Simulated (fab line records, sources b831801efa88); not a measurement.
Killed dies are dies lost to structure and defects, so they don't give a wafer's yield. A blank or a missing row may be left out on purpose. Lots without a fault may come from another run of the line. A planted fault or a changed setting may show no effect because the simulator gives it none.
One fault seen from 2 desks | flow gf180mcu | each desk has only its own numbers; what lay behind them comes last

THE METROLOGY DESK
What the gauges read, lot by lot, whatever tool the lot ran on: means of the sampled wafers that have a number. A lot is out of limits, marked OUT, if its mean lies more than 4 standard deviations from the usual mean; the brackets give that distance.
Columns: A = HV_LDD_02_OVL at GF_HV_LDD_OVL_MEAS_32, usual -0.2 nm; B = NSD_TW at GF_NSD_TW_MEAS_12, usual 4235
lot  | first seen here | A    | B
L158 | day 11 15:12    | -2.0 | 4255
L160 | day 12 14:37    | 0.3  | 4170
L161 | day 12 15:55    | 0.2  | 4174
L163 | day 13 14:43    | 0.9  | 4283
L164 | day 13 15:05    | 0.6  | 4152
L165 | day 13 15:38    | -2.2 | 4248
L168 | day 14 19:07    | -0.1 | 4270
L169 | day 15 01:11    | -0.6 | 4257
L170 | day 15 16:02    | 0.2  | 4157
L171 | day 16 08:55    | 1.6  | 4297
L172 | day 16 09:14    | 0.3  | 4177
L178 | day 18 09:55    | -0.1 | 4280
L180 | day 18 15:17    | 1.6  | 4133
L181 | day 19 10:11    | 0.5  | 4301
This desk's finding: nothing out of limits on any of the 14 lots.

THE TOOL OWNER'S DESK: litho_track-03
The tool's own readings at GF_PSD_DEVELOP_06 (develop time 60 s): means of the sampled wafers that have a number, for each lot that ran on this tool. A lot is out of limits, marked OUT, if its mean lies more than 4 standard deviations from the usual mean; the brackets give that distance.
Columns: A = developer_temp_C at GF_PSD_DEVELOP_06, usual 22.99 C
lot  | first seen here | A
L160 | day 15 08:58    | 22.98
L161 | day 15 13:07    | 22.99
L168 | day 17 18:31    | 22.98
L170 | day 18 16:50    | 23.93 (+9.4) OUT
L172 | day 19 14:08    | 23.96 (+9.7) OUT
L180 | day 21 20:08    | 23.08
This desk's finding: out of limits on L170, L172; first on L170, day 18 16:50 (developer_temp_C at GF_PSD_DEVELOP_06). In limits: L160, L161, L168, L180.

PUT TOGETHER
The tool owner's desk could have raised an alarm at day 18 16:50, on L170, L172.
The metrology desk saw nothing out of limits.
The metrology desk has L170, L172 on record, within its limits.
Of the lots named, all ran GF_PSD_DEVELOP_06 on litho_track-03.

WHAT THE SIMULATOR HAD PUT IN
Process parameter drift: litho_track-03, from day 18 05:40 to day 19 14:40, at GF_PSD_DEVELOP_06. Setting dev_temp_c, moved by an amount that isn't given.
Lots struck among those shown: L170, L172.
Hours from the fault's start to each desk's first reading out of limits: the tool owner's desk, 11.
